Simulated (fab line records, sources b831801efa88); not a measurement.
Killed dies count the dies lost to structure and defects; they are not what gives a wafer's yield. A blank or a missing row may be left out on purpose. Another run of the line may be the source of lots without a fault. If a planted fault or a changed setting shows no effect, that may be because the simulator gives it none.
Struck lot and sound lot, side by side    flow gf180mcu    16 steps out of a route of 602
Sound: wafers L147.1, L147.2, L147.4. Wafers struck: L141.1, L141.2, L141.4. The cause comes at the end.
Per side, at each step with rows, come the tool, then ch with its chambers, and then its first start. Under that, the readings that differ: sound wafers    struck wafers    difference of the means    sigmas: that difference in standard deviations of wafers without a fault.
alike: a reading whose means differ by less than 2 such deviations, as well as words and numbers matching on both sides. not compared: withheld readings; readings where some wafer has no value; bounds like >300 that might hide an equal value; numbers whose values overlap and for which the record gives no deviation.
A row with sigmas, a row that says differs or no value, or rows on one side alone: a step with any of these is where the two part. Non-overlapping numbers with no deviation appear without sigmas and do not part them. Lack of a reading on every wafer of one side parts them only where that side has two or more wafers.

first, 1 step without rows for these wafers: GF_HV_LDD_IMPLANT_36.
GF_HV_LDD_STRIP_37: strips in O2/N2.
  sound on plasma asher-01 ch 0,1, day 18 06:30; struck on plasma asher-02 ch 0,1, day 15 23:54
  alike: drypump motor current A, heater power w, oes product au, strip time to endpoint s
  not compared: rf hours counter h
GF_HV_LDD_TW_MEAS_38:
  sound: film metro-01 at day 18 06:36; struck: film metro-01 at day 16 00:00
  alike: HV_LDD_3_TW
then, 7 steps without rows for these wafers: GF_HV_LDD_DEHYDRATE_39 (time 60 s); GF_HV_LDD_HMDS_40 (prime time 60 s); GF_HV_LDD_COAT_41 (resist thk 1000 nm); GF_HV_LDD_SOFTBAKE_42 (time 60 s); GF_HV_LDD_EXPOSE_43 (exposes mask Pplus HV AREA, target cd 400 nm); GF_HV_LDD_PEB_44; GF_HV_LDD_DEVELOP_45 (develop time 60 s).
GF_HV_LDD_CD_MEAS_46 targets a cd of 400 nm.
  sound: cd sem-01 at day 19 06:45; struck: cd sem-01 at day 16 22:11
  alike: cd nm
GF_HV_LDD_OVL_MEAS_47:
  sound: overlay-01 at day 19 06:52; struck: overlay-01 at day 16 22:19
  alike: HV_LDD_03_OVL
GF_HV_LDD_IMPLANT_48:
  struck on implanter-03, day 16 22:21; sound on implanter-01 ch 0, day 19 06:54
  no value came back on the struck wafers for beam energy keV, beam on s (s); on the sound wafers beam energy keV reads 24.993 24.990 24.990
GF_HV_LDD_STRIP_49: strips in O2/N2.
  sound on plasma asher-01 ch 0,1, day 19 07:03; struck on plasma asher-01 ch 0,1, day 16 22:30
  alike: drypump motor current A, heater power w, oes product au, strip time to endpoint s
  not compared: rf hours counter h
GF_HV_LDD_TW_MEAS_50:
  sound: film metro-01 at day 19 07:09; struck: film metro-02 at day 16 22:36
reading      sound        struck    difference  sigmas
HV_LDD_4_TW  571 571 572  31 30 31  -541        -99 or more
then, 1 step without rows for these wafers: GF_HV_LDD_CLEAN_51 (cleans in SC1/SC2, time 150 s).

== WHERE THEY PART ==
Earliest at GF_HV_LDD_IMPLANT_48; latest, in this record, at GF_HV_LDD_TW_MEAS_50.

WHY: what had been put in by the simulator
Skipped step whole: implanter-03, from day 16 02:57 on, at GF_HV_LDD_IMPLANT_48. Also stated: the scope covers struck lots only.
